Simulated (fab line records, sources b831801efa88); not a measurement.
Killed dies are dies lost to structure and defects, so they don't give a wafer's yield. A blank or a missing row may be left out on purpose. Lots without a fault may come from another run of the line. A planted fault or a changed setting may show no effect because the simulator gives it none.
Which tool did it? | flow sky130 | 15 lots, 45 wafers sampled, at 2 steps of a route of 708

WHAT THE GAUGES READ, wafer by wafer
SKY_VT_ADJUST_LVTN_TW_MEAS_10.
lot  | measured     | on            | VT_ADJUST_LVTN_TW
L278 | day 7 05:13  | film_metro-04 | 238.1 237.4 237.2
L280 | day 7 21:47  | film_metro-04 | 238.5 237.0 237.1
L281 | day 8 04:40  | film_metro-03 | 236.9 238.0 238.6
L282 | day 8 14:47  | film_metro-03 | 237.6 238.6 238.7
L283 | day 8 19:07  | film_metro-02 | 241.0 240.0 239.9
L284 | day 8 22:49  | film_metro-04 | 237.2 237.9 237.5
L287 | day 10 01:58 | film_metro-02 | 239.8 238.4 239.7
L288 | day 10 11:31 | film_metro-02 | 239.0 240.0 240.5
L290 | day 10 16:10 | film_metro-03 | 240.0 239.1 238.7
L292 | day 11 03:04 | film_metro-02 | 241.3 242.1 241.5
L293 | day 11 16:17 | film_metro-03 | 238.5 238.7 239.5
L294 | day 11 23:07 | film_metro-02 | 242.8 240.4 240.7
L297 | day 12 17:32 | film_metro-02 | 243.2 242.8 243.6
L298 | day 13 00:58 | film_metro-04 | 237.9 237.9 238.5
L299 | day 13 08:46 | film_metro-03 | 236.3 237.4 236.3

WHICH TOOL RAN EACH LOT (tool, then ch and the chambers of the sampled wafers, then the start)
lot  | SKY_PWDE_DEVELOP_06
L278 | litho_track-04 ch 0, day 4 02:00
L280 | litho_track-01 ch 0, day 4 17:00
L281 | litho_track-04 ch 0, day 4 22:00
L282 | litho_track-02 ch 0, day 5 04:00
L283 | litho_track-02 ch 0, day 5 11:00
L284 | litho_track-02 ch 0, day 5 12:00
L287 | litho_track-01 ch 0, day 6 12:00
L288 | litho_track-01 ch 0, day 6 18:00
L290 | litho_track-01 ch 0, day 7 00:00
L292 | litho_track-02, day 7 10:00
L293 | litho_track-02, day 7 21:00
L294 | litho_track-04, day 8 01:00
L297 | litho_track-04 ch 0, day 8 18:00
L298 | litho_track-04 ch 0, day 8 23:00
L299 | litho_track-01 ch 0, day 9 06:00
- SKY_PWDE_DEVELOP_06: develop time 60 s.

WHAT THE TOOLS THEMSELVES READ (means of the sampled wafers that have a number; where no wafer has one, the mark that the record gives instead)
SKY_PWDE_DEVELOP_06.
lot  | tool           | chill_plate_temp_C (C) | developer_temp_C (C)
L278 | litho_track-04 | 22.92                  | 23.06
L280 | litho_track-01 | 22.91                  | 22.99
L281 | litho_track-04 | 23.08                  | 22.98
L282 | litho_track-02 | 22.93                  | 22.91
L283 | litho_track-02 | 22.85                  | 22.93
L284 | litho_track-02 | 22.88                  | 23.05
L287 | litho_track-01 | 22.92                  | 23.04
L288 | litho_track-01 | 22.93                  | 23.05
L290 | litho_track-01 | 22.97                  | 23.09
L292 | litho_track-02 | -                      | -
L293 | litho_track-02 | -                      | -
L294 | litho_track-04 | -                      | -
L297 | litho_track-04 | 23.05                  | 22.92
L298 | litho_track-04 | 23.19                  | 22.95
L299 | litho_track-01 | 23.00                  | 23.02

THE ANSWER, worked out from the rows above alone
Rule: what is usual is taken from the lots themselves. Put in order of their means at a reading, lots are off if they are a third of the lots or fewer, leave a main group of 4 or more, and stand apart from it by a gap of 3 or more times the standard deviation of the main group's means; of several such gaps the widest counts. A main group whose means are all the same, to the digits that the tables above print for the reading, isn't used. A lot without any number at a reading at which 4 lots or more have one is off too. The other lots that the step has rows for count as sound. The gauges are gone through in route order, then the tools' own readings, and for those a lot's mean is taken as printed above. The first step at which some lot is off is used, and at that step the reading that is off furthest; a lot without a number counts as furthest.
Off: L292, L293, L294, at SKY_PWDE_DEVELOP_06 (chill_plate_temp_C). Without a number there: L292, L293, L294. The main group: mean 22.97 C, standard deviation 0.092.
A tool fits if, at that step or a process step before it, it ran every lot that is off, and no sound lot after the first of them. None of those tried fits.

WHAT THE SIMULATOR HAD PUT IN
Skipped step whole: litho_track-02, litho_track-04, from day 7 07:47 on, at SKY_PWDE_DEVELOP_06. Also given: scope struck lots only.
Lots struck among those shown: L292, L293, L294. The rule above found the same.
